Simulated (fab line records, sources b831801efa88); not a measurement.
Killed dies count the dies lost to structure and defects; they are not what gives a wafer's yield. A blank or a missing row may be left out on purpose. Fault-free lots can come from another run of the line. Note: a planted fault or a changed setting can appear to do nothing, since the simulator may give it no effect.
Which tool was responsible? / flow sfq-line / 42 wafers from 14 lots sampled at 5 of the route's 325 steps

WHAT THE GAUGES READ, wafer by wafer
SFQ_I3_OVL_MEAS_923. Usual: I3_OVL -2 nm, standard deviation 6.4.
lot=L771; measured=day 30 23:17; on=overlay-02; I3_OVL (nm)=-4 -9 -6; flag=
lot=L772; measured=day 31 10:11; on=overlay-01; I3_OVL (nm)=4 -4 -3; flag=
lot=L775; measured=day 40 02:29; on=overlay-02; I3_OVL (nm)=-7 -2 -4; flag=
lot=L776; measured=day 40 05:39; on=overlay-02; I3_OVL (nm)=-4 6 -1; flag=
lot=L781; measured=day 47 16:18; on=overlay-02; I3_OVL (nm)=-3 -4 2; flag=
lot=L786; measured=day 49 06:40; on=overlay-02; I3_OVL (nm)=5 12 9; flag=
lot=L787; measured=day 50 01:03; on=overlay-01; I3_OVL (nm)=-3 -5 0; flag=
lot=L788; measured=day 50 06:36; on=overlay-01; I3_OVL (nm)=-2 -3 -7; flag=
lot=L789; measured=day 51 05:49; on=overlay-02; I3_OVL (nm)=5 -7 4; flag=
lot=L790; measured=day 51 08:13; on=overlay-02; I3_OVL (nm)=8 7 5; flag=
lot=L791; measured=day 51 09:25; on=overlay-02; I3_OVL (nm)=-8 -6 -7; flag=
lot=L792; measured=day 51 15:09; on=overlay-01; I3_OVL (nm)=0 -1 -10; flag=
lot=L793; measured=day 51 21:09; on=overlay-01; I3_OVL (nm)=-5 0 -9; flag=
lot=L794; measured=day 52 00:52; on=overlay-02; I3_OVL (nm)=-8 -5 -7; flag=

EACH LOT AND THE TOOL THAT RAN IT (in order: tool; ch and the chambers of the sampled wafers; start)
lot=L771; SFQ_TRILAYER_M2_BARC_OPEN_METAL_ETCH_077=rie-metal-01 ch 0,1, day 24 09:50; SFQ_TRILAYER_M2_STRIP_STRIP_061=rie-metal-01 ch 0,1, day 24 10:13; SFQ_TRILAYER_I3_CMP_CMP_082=cmp-01 ch 0,1,2, day 30 17:07; SFQ_TRILAYER_I3_METRO_MEASURE_083=film-metro-01, day 30 19:20
lot=L772; SFQ_TRILAYER_M2_BARC_OPEN_METAL_ETCH_077=rie-metal-03 ch 0,1, day 24 20:00; SFQ_TRILAYER_M2_STRIP_STRIP_061=rie-metal-03 ch 0,1, day 24 20:11; SFQ_TRILAYER_I3_CMP_CMP_082=cmp-01 ch 0,2,3, day 31 03:37; SFQ_TRILAYER_I3_METRO_MEASURE_083=film-metro-02, day 31 06:44
lot=L775; SFQ_TRILAYER_M2_BARC_OPEN_METAL_ETCH_077=rie-metal-02 ch 0,1, day 27 10:58; SFQ_TRILAYER_M2_STRIP_STRIP_061=rie-metal-02 ch 0,1, day 27 11:20; SFQ_TRILAYER_I3_CMP_CMP_082=cmp-02 ch 0,1,2, day 39 17:34; SFQ_TRILAYER_I3_METRO_MEASURE_083=film-metro-02, day 39 20:35
lot=L776; SFQ_TRILAYER_M2_BARC_OPEN_METAL_ETCH_077=rie-metal-01 ch 0,1, day 27 12:10; SFQ_TRILAYER_M2_STRIP_STRIP_061=rie-metal-01 ch 0,1, day 27 12:32; SFQ_TRILAYER_I3_CMP_CMP_082=cmp-02 ch 1,3, day 39 23:34; SFQ_TRILAYER_I3_METRO_MEASURE_083=film-metro-04, day 40 02:35
lot=L781; SFQ_TRILAYER_M2_BARC_OPEN_METAL_ETCH_077=rie-metal-01 ch 0,1, day 34 22:21; SFQ_TRILAYER_M2_STRIP_STRIP_061=rie-metal-01 ch 0,1, day 34 22:35; SFQ_TRILAYER_I3_CMP_CMP_082=cmp-01 ch 0,1,3, day 47 04:37; SFQ_TRILAYER_I3_METRO_MEASURE_083=film-metro-01, day 47 07:44
lot=L786; SFQ_TRILAYER_M2_BARC_OPEN_METAL_ETCH_077=rie-metal-01 ch 0,1, day 36 08:40; SFQ_TRILAYER_M2_STRIP_STRIP_061=rie-metal-01 ch 0,1, day 36 08:50; SFQ_TRILAYER_I3_CMP_CMP_082=cmp-01 ch 0,1,2, day 48 23:58; SFQ_TRILAYER_I3_METRO_MEASURE_083=film-metro-02, day 49 03:05
lot=L787; SFQ_TRILAYER_M2_BARC_OPEN_METAL_ETCH_077=rie-metal-03 ch 0,1, day 37 00:23; SFQ_TRILAYER_M2_STRIP_STRIP_061=rie-metal-03 ch 0,1, day 37 00:34; SFQ_TRILAYER_I3_CMP_CMP_082=cmp-02 ch 1,2,3, day 49 18:58; SFQ_TRILAYER_I3_METRO_MEASURE_083=film-metro-02, day 49 21:47
lot=L788; SFQ_TRILAYER_M2_BARC_OPEN_METAL_ETCH_077=rie-metal-01 ch 1, day 37 10:28; SFQ_TRILAYER_M2_STRIP_STRIP_061=rie-metal-01 ch 1, day 37 10:40; SFQ_TRILAYER_I3_CMP_CMP_082=cmp-01 ch 1,2, day 50 00:02; SFQ_TRILAYER_I3_METRO_MEASURE_083=film-metro-04, day 50 03:09
lot=L789; SFQ_TRILAYER_M2_BARC_OPEN_METAL_ETCH_077=rie-metal-01 ch 0,1, day 37 17:40; SFQ_TRILAYER_M2_STRIP_STRIP_061=rie-metal-01 ch 0,1, day 37 17:50; SFQ_TRILAYER_I3_CMP_CMP_082=cmp-02 ch 0,2,3, day 50 08:26; SFQ_TRILAYER_I3_METRO_MEASURE_083=film-metro-01, day 50 10:34
lot=L790; SFQ_TRILAYER_M2_BARC_OPEN_METAL_ETCH_077=rie-metal-02 ch 0,1, day 38 00:17; SFQ_TRILAYER_M2_STRIP_STRIP_061=rie-metal-02 ch 0,1, day 38 00:38; SFQ_TRILAYER_I3_CMP_CMP_082=cmp-02 ch 0,2,3, day 50 13:56; SFQ_TRILAYER_I3_METRO_MEASURE_083=film-metro-04, day 50 16:58
lot=L791; SFQ_TRILAYER_M2_BARC_OPEN_METAL_ETCH_077=rie-metal-02 ch 0,1, day 38 08:40; SFQ_TRILAYER_M2_STRIP_STRIP_061=rie-metal-02 ch 0,1, day 38 08:50; SFQ_TRILAYER_I3_CMP_CMP_082=cmp-02 ch 0,1,2, day 50 22:16; SFQ_TRILAYER_I3_METRO_MEASURE_083=film-metro-02, day 51 00:53
lot=L792; SFQ_TRILAYER_M2_BARC_OPEN_METAL_ETCH_077=rie-metal-03 ch 0,1, day 38 20:40; SFQ_TRILAYER_M2_STRIP_STRIP_061=rie-metal-03 ch 0,1, day 38 20:50; SFQ_TRILAYER_I3_CMP_CMP_082=cmp-02 ch 2,3, day 51 08:34; SFQ_TRILAYER_I3_METRO_MEASURE_083=film-metro-04, day 51 11:53
lot=L793; SFQ_TRILAYER_M2_BARC_OPEN_METAL_ETCH_077=rie-metal-03 ch 1, day 39 10:02; SFQ_TRILAYER_M2_STRIP_STRIP_061=rie-metal-03 ch 1, day 39 10:13; SFQ_TRILAYER_I3_CMP_CMP_082=cmp-02 ch 0,1,2, day 51 15:04; SFQ_TRILAYER_I3_METRO_MEASURE_083=film-metro-02, day 51 17:53
lot=L794; SFQ_TRILAYER_M2_BARC_OPEN_METAL_ETCH_077=rie-metal-03 ch 0, day 39 13:07; SFQ_TRILAYER_M2_STRIP_STRIP_061=rie-metal-03 ch 0, day 39 13:17; SFQ_TRILAYER_I3_CMP_CMP_082=cmp-02 ch 1,2,3, day 51 18:04; SFQ_TRILAYER_I3_METRO_MEASURE_083=film-metro-01, day 51 20:41
- SFQ_TRILAYER_M2_BARC_OPEN_METAL_ETCH_077: etches BARC in O2, target depth 125 nm, time 41.7 s.
- SFQ_TRILAYER_M2_STRIP_STRIP_061: strips in O2.
- SFQ_TRILAYER_I3_CMP_CMP_082: polishes SiO2.
- SFQ_TRILAYER_I3_METRO_MEASURE_083

WHAT THE TOOLS THEMSELVES READ (means of the sampled wafers that have a number; where no wafer has one, the mark that the record gives instead)
SFQ_TRILAYER_M2_BARC_OPEN_METAL_ETCH_077. Usual: drypump-motor-current-A 5.6 A, standard deviation 0.47; oes-product-au 0.686 a.u., standard deviation 0.0049.
lot=L771; tool=rie-metal-01; drypump-motor-current-A (A)=5.5; oes-product-au (a.u.)=0.683; flag=
lot=L772; tool=rie-metal-03; drypump-motor-current-A (A)=5.2; oes-product-au (a.u.)=0.687; flag=
lot=L775; tool=rie-metal-02; drypump-motor-current-A (A)=5.6; oes-product-au (a.u.)=0.686; flag=
lot=L776; tool=rie-metal-01; drypump-motor-current-A (A)=5.7; oes-product-au (a.u.)=0.685; flag=
lot=L781; tool=rie-metal-01; drypump-motor-current-A (A)=5.7; oes-product-au (a.u.)=0.684; flag=
lot=L786; tool=rie-metal-01; drypump-motor-current-A (A)=5.5; oes-product-au (a.u.)=0.689; flag=
lot=L787; tool=rie-metal-03; drypump-motor-current-A (A)=5.7; oes-product-au (a.u.)=0.688; flag=
lot=L788; tool=rie-metal-01; drypump-motor-current-A (A)=6.0; oes-product-au (a.u.)=0.685; flag=
lot=L789; tool=rie-metal-01; drypump-motor-current-A (A)=5.7; oes-product-au (a.u.)=0.683; flag=
lot=L790; tool=rie-metal-02; drypump-motor-current-A (A)=5.7; oes-product-au (a.u.)=0.686; flag=
lot=L791; tool=rie-metal-02; drypump-motor-current-A (A)=5.7; oes-product-au (a.u.)=0.687; flag=
lot=L792; tool=rie-metal-03; drypump-motor-current-A (A)=5.7; oes-product-au (a.u.)=0.688; flag=
lot=L793; tool=rie-metal-03; drypump-motor-current-A (A)=4.8; oes-product-au (a.u.)=0.683; flag=
lot=L794; tool=rie-metal-03; drypump-motor-current-A (A)=6.1; oes-product-au (a.u.)=0.685; flag=

SFQ_TRILAYER_M2_STRIP_STRIP_061. Usual: drypump-motor-current-A 5.6 A, standard deviation 0.47; oes-product-au 1.001 a.u., standard deviation 0.0072.
lot=L771; tool=rie-metal-01; drypump-motor-current-A (A)=5.4; oes-product-au (a.u.)=0.989; flag=
lot=L772; tool=rie-metal-03; drypump-motor-current-A (A)=5.2; oes-product-au (a.u.)=1.002; flag=
lot=L775; tool=rie-metal-02; drypump-motor-current-A (A)=5.7; oes-product-au (a.u.)=1.011; flag=
lot=L776; tool=rie-metal-01; drypump-motor-current-A (A)=5.7; oes-product-au (a.u.)=0.990; flag=
lot=L781; tool=rie-metal-01; drypump-motor-current-A (A)=5.7; oes-product-au (a.u.)=0.998; flag=
lot=L786; tool=rie-metal-01; drypump-motor-current-A (A)=5.5; oes-product-au (a.u.)=0.997; flag=
lot=L787; tool=rie-metal-03; drypump-motor-current-A (A)=5.7; oes-product-au (a.u.)=1.000; flag=
lot=L788; tool=rie-metal-01; drypump-motor-current-A (A)=6.0; oes-product-au (a.u.)=1.001; flag=
lot=L789; tool=rie-metal-01; drypump-motor-current-A (A)=5.7; oes-product-au (a.u.)=0.998; flag=
lot=L790; tool=rie-metal-02; drypump-motor-current-A (A)=5.7; oes-product-au (a.u.)=0.998; flag=
lot=L791; tool=rie-metal-02; drypump-motor-current-A (A)=5.7; oes-product-au (a.u.)=1.005; flag=
lot=L792; tool=rie-metal-03; drypump-motor-current-A (A)=5.7; oes-product-au (a.u.)=1.007; flag=
lot=L793; tool=rie-metal-03; drypump-motor-current-A (A)=4.8; oes-product-au (a.u.)=0.996; flag=
lot=L794; tool=rie-metal-03; drypump-motor-current-A (A)=6.1; oes-product-au (a.u.)=0.997; flag=

SFQ_TRILAYER_I3_CMP_CMP_082. Usual: motor-current-A 10.1 A, standard deviation 1; platen-rpm 60.00 rpm, standard deviation 0.046; time-to-endpoint-s 216 s, standard deviation 6.7.
lot=L771; tool=cmp-01; motor-current-A (A)=8.8; platen-rpm (rpm)=59.96; time-to-endpoint-s (s)=219; flag=
lot=L772; tool=cmp-01; motor-current-A (A)=9.5; platen-rpm (rpm)=60.01; time-to-endpoint-s (s)=216; flag=
lot=L775; tool=cmp-02; motor-current-A (A)=10.3; platen-rpm (rpm)=59.99; time-to-endpoint-s (s)=214; flag=
lot=L776; tool=cmp-02; motor-current-A (A)=10.9; platen-rpm (rpm)=59.99; time-to-endpoint-s (s)=217; flag=
lot=L781; tool=cmp-01; motor-current-A (A)=9.2; platen-rpm (rpm)=60.00; time-to-endpoint-s (s)=209; flag=
lot=L786; tool=cmp-01; motor-current-A (A)=9.1; platen-rpm (rpm)=60.02; time-to-endpoint-s (s)=216; flag=
lot=L787; tool=cmp-02; motor-current-A (A)=11.0; platen-rpm (rpm)=60.08; time-to-endpoint-s (s)=211; flag=
lot=L788; tool=cmp-01; motor-current-A (A)=9.0; platen-rpm (rpm)=59.98; time-to-endpoint-s (s)=223; flag=
lot=L789; tool=cmp-02; motor-current-A (A)=10.1; platen-rpm (rpm)=60.01; time-to-endpoint-s (s)=215; flag=
lot=L790; tool=cmp-02; motor-current-A (A)=10.7; platen-rpm (rpm)=60.01; time-to-endpoint-s (s)=220; flag=
lot=L791; tool=cmp-02; motor-current-A (A)=10.5; platen-rpm (rpm)=59.99; time-to-endpoint-s (s)=218; flag=
lot=L792; tool=cmp-02; motor-current-A (A)=10.8; platen-rpm (rpm)=59.97; time-to-endpoint-s (s)=207; flag=
lot=L793; tool=cmp-02; motor-current-A (A)=10.4; platen-rpm (rpm)=59.99; time-to-endpoint-s (s)=207; flag=
lot=L794; tool=cmp-02; motor-current-A (A)=11.1; platen-rpm (rpm)=59.99; time-to-endpoint-s (s)=209; flag=

SFQ_TRILAYER_I3_METRO_MEASURE_083. Usual: thk-nm reads 199.6 nm (standard deviation 0.92).
lot=L771; tool=film-metro-01; thk-nm (nm)=199.5; flag=
lot=L772; tool=film-metro-02; thk-nm (nm)=199.6; flag=
lot=L775; tool=film-metro-02; thk-nm (nm)=206.4; flag=OFF
lot=L776; tool=film-metro-04; thk-nm (nm)=207.2; flag=OFF
lot=L781; tool=film-metro-01; thk-nm (nm)=199.0; flag=
lot=L786; tool=film-metro-02; thk-nm (nm)=200.5; flag=
lot=L787; tool=film-metro-02; thk-nm (nm)=200.1; flag=
lot=L788; tool=film-metro-04; thk-nm (nm)=201.2; flag=
lot=L789; tool=film-metro-01; thk-nm (nm)=199.9; flag=
lot=L790; tool=film-metro-04; thk-nm (nm)=199.2; flag=
lot=L791; tool=film-metro-02; thk-nm (nm)=198.9; flag=
lot=L792; tool=film-metro-04; thk-nm (nm)=199.1; flag=
lot=L793; tool=film-metro-02; thk-nm (nm)=199.6; flag=
lot=L794; tool=film-metro-01; thk-nm (nm)=199.2; flag=

THE ANSWER, worked out from the rows above alone
Rule: a lot is off if the mean of its wafers that have a number lies more than 3 standard deviations from the usual mean. Also off: a lot with no number at a reading for which 4 or more lots have one. Where the step has rows for the other lots, those lots are counted as sound. The gauges are gone through in route order, then the tools' own readings, and for those a lot's mean is taken as printed above. The first step at which some lot is off is used, and at that step the reading that is off furthest; a lot without a number counts as furthest.
Off, at SFQ_TRILAYER_I3_METRO_MEASURE_083 on thk-nm: L775, L776.
A tool fits if, at that step or a process step before it, it ran every lot that is off, and no sound lot after the first of them. Of those tried, none fits.

WHAT WAS PUT IN BY THE SIMULATOR
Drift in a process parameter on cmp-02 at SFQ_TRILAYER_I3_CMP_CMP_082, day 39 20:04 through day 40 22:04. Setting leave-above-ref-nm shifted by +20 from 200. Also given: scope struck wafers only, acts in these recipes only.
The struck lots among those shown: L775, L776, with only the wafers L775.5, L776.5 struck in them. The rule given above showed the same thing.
